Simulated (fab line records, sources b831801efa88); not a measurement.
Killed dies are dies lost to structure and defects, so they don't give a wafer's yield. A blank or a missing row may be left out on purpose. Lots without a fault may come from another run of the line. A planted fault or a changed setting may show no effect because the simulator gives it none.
A struck lot beside a sound one | flow sky130 | 15 steps out of a route of 708
Sound: wafers L652.4, L652.5, L652.6. Struck: wafers L663.2, L663.5. The cause comes at the end.
At each step with rows: each side's tool, then ch and its chambers, then its first start. Under that, the readings that differ: sound wafers | struck wafers | difference of the means | sigmas: that difference in standard deviations of wafers without a fault.
alike: readings whose means differ by less than 2 such deviations, and words and numbers that are the same on both sides. not compared: withheld readings, readings that some wafer has no value for, bounds like >300 that may hide the same value, and numbers for which the record gives no deviation and whose values overlap.
The two part at a step that has a row with sigmas, a row that says differs or no value, or rows on one side only. Numbers that don't overlap but have no deviation are shown without sigmas and don't part them. A reading that every wafer of one side lacks parts them only if that side has two wafers or more.

SKY_CONTACT_ETCH_17: etches SiO2 in C4F8/O2/Ar, stops on Si3N4, target depth 340 nm.
  sound on rie_diel-02 ch 0,2,3, day 34 19:34; struck on rie_diel-02 ch 0,1, day 37 23:33
  alike: oes_product_au
then, 5 steps without rows for these wafers: SKY_CONTACT_ETCH_18 (etches Si3N4 in CHF3/O2, stops on TiN, time 39 s, target depth 75 nm); SKY_CONTACT_STRIP_19 (strips in O2/N2); SKY_CONTACT_STRIP_20 (strips in post etch residue remover, time 1200 s); SKY_CONTACT_CLEAN_21 (cleans in IPA, time 180 s); SKY_CONTACT_CLEAN_22 (cleans in O3/DIW).
SKY_CONTACT_SPUTTER_23: material TiN, target thk 20 nm, time 80 s.
  sound on pvd_sputter-02, day 34 20:14; struck on pvd_sputter-03, day 38 00:17
  alike: throttle_valve_pct
SKY_CONTACT_CVD_24: deposits W, target thk 340 nm, time 102.12 s.
  sound on cvd_w-02 ch 0,1, day 34 20:20; struck on cvd_w-02 ch 0,1, day 38 00:21
  alike: heater_power_w
SKY_CONTACT_RS_MEAS_25: measures by four-point-probe.
  sound on film_metro-03, day 34 20:28; struck on film_metro-03, day 38 00:29
  alike: CONTACT_W_RS
SKY_CONTACT_THK_MEAS_26: measures by xrf.
  sound on film_metro-03, day 34 20:33; struck on film_metro-03, day 38 00:35
  alike: CONTACT_W_THK
SKY_CONTACT_CMP_27: polishes, stops on SiO2, t overpolish 15 s, target thk 0 nm.
  sound on cmp-01 ch 2,3, day 34 20:38; struck on cmp-02 ch 0,1, day 38 00:38
  reading              | sound                | struck        | difference | sigmas
  overpolish_run_s (s) | 15.014 15.003 15.012 | 14.993 14.977 | -0.025     | -3
  alike: motor_current_A, platen_rpm, retaining_ring_pressure_frac, slurry_filter_dp_kPa, time_to_endpoint_s
SKY_METAL1_SPUTTER_00: material Ti, target thk 15 nm, time 10 s.
  sound on pvd_sputter-01, day 34 20:53; struck on pvd_sputter-01, day 38 00:56
  alike: throttle_valve_pct
SKY_METAL1_SPUTTER_01: material TiN, target thk 20 nm, time 16.7 s.
  sound on pvd_sputter-01, day 34 20:54; struck on pvd_sputter-01, day 38 00:58
  reading                                    | sound             | struck      | difference | sigmas
  model.TiN_of_METAL1_SPUTTER_01.thk_nm (nm) | 19.81 19.63 19.58 | 31.97 32.09 | +12.36     |
  alike: throttle_valve_pct
then, 1 step without rows for these wafers: SKY_METAL1_SPUTTER_02 (material AlCu, target thk 250 nm, time 13.3 s).
-- the record jumps here: 13 days lie between the struck wafers' starts before and after (it left off in module METAL1 and takes up again in module PAD_OPEN, whose first step shown is number 708 of the route) --
SKY_PAD_OPEN_PROBE_99:
  sound on prober-01, day 48 13:47; struck on prober-02, day 50 20:01
  reading                  | sound          | struck | difference | sigmas
  defect_limited_yield (%) | 79.9 80.9 81.5 | 84.6   | +3.8       | +2
  killed_dies              | 99 94 91       | 76     | -19        | -2
  sort_n_pass              | 393 398 401    | 416    | +19        | +2
  sort_yield_pct (%)       | 79.9 80.9 81.5 | 84.6   | +3.8       | +2
  alike: killed_at_M0_to_M3, killed_at_M4_up, killed_at_contacts, killed_at_front_end, killed_at_other, killed_on_rim, killed_open, killed_short, sort_bin_3_pad_short, sort_bin_5_function, sort_bin_6_memory

WHERE THEY PART
First at SKY_CONTACT_CMP_27; last, within this record, at SKY_PAD_OPEN_PROBE_99.

WHY: what the simulator had put in
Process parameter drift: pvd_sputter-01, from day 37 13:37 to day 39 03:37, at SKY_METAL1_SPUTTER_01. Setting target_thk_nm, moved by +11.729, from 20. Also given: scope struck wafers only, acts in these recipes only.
